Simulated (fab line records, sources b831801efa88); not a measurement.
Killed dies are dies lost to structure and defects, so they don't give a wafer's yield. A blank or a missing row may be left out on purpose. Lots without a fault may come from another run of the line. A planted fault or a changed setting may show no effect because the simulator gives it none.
One fault seen from 2 desks | flow gf180mcu | each desk has only its own numbers; what lay behind them comes last

THE METROLOGY DESK
What the gauges read, lot by lot, whatever tool the lot ran on: means of the sampled wafers that have a number. A lot is out of limits, marked OUT, if its mean lies more than 4 standard deviations from the usual mean; the brackets give that distance.
Columns: A = INCOMING_BOW at GF_STI_BOW_MEAS_00, usual 0 um; B = STI_CVD_03_THK at GF_STI_THK_MEAS_04, usual 206.8 nm; C = cd_nm at GF_HV_LDD_CD_MEAS_46, usual 399.3 nm
lot  | first seen here | A  | B               | C
L858 | day 1 20:00     | 4  | 206.5           | 401.5
L860 | day 2 06:00     | -4 | 205.4           | 396.3
L861 | day 2 11:00     | -2 | 206.8           | 401.1
L862 | day 2 16:00     | 1  | 206.3           | 401.8
L863 | day 2 21:00     | 1  | 206.6           | 401.1
L866 | day 3 12:00     | -3 | 203.1           | 400.1
L867 | day 3 17:00     | 2  | 205.0           | 400.4
L868 | day 3 22:00     | 6  | 208.9           | 398.6
L869 | day 4 03:00     | -4 | 146.1 (-29) OUT | 395.4
L870 | day 4 08:01     | -2 | 202.9           | 399.0
L872 | day 4 18:00     | 2  | 144.1 (-30) OUT | 400.7
L879 | day 6 05:01     | -1 | 208.8           | 399.5
This desk's finding: out of limits on L869, L872; first on L869, day 4 10:44 (STI_CVD_03_THK at GF_STI_THK_MEAS_04). In limits: L858, L860, L861, L862, L863, L866, L867, L868, L870, L879.

THE TOOL OWNER'S DESK: lpcvd-01
The tool's own readings at GF_STI_CVD_03 (deposits Si3N4 from DCS/NH3, target thk 207.16 nm, time 3551 s): means of the sampled wafers that have a number, for each lot that ran on this tool. A lot is out of limits, marked OUT, if its mean lies more than 4 standard deviations from the usual mean; the brackets give that distance.
Columns: A = spike_tc_upper_C at GF_STI_CVD_03, usual 770.1 C
lot  | first seen here | A
L858 | day 1 21:34     | 770.5
L861 | day 2 12:40     | 771.2
L862 | day 2 17:34     | 769.8
L863 | day 3 00:02     | 767.9
L866 | day 3 13:34     | 770.4
L867 | day 3 18:41     | 770.6
L869 | day 4 08:45     | 769.9
L872 | day 4 19:38     | 770.9
This desk's finding: nothing out of limits on any of the 8 lots.

PUT TOGETHER
The metrology desk could have raised an alarm at day 4 10:44, on L869, L872.
The tool owner's desk saw nothing out of limits.
The tool owner's desk has L869, L872 on record, within its limits.
Of the lots named, all ran GF_STI_CVD_03 on lpcvd-01.

WHAT THE SIMULATOR HAD PUT IN
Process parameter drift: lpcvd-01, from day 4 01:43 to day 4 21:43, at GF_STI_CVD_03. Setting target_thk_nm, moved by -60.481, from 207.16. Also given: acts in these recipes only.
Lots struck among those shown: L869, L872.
Hours from the fault's start to each desk's first reading out of limits: the metrology desk, 9.
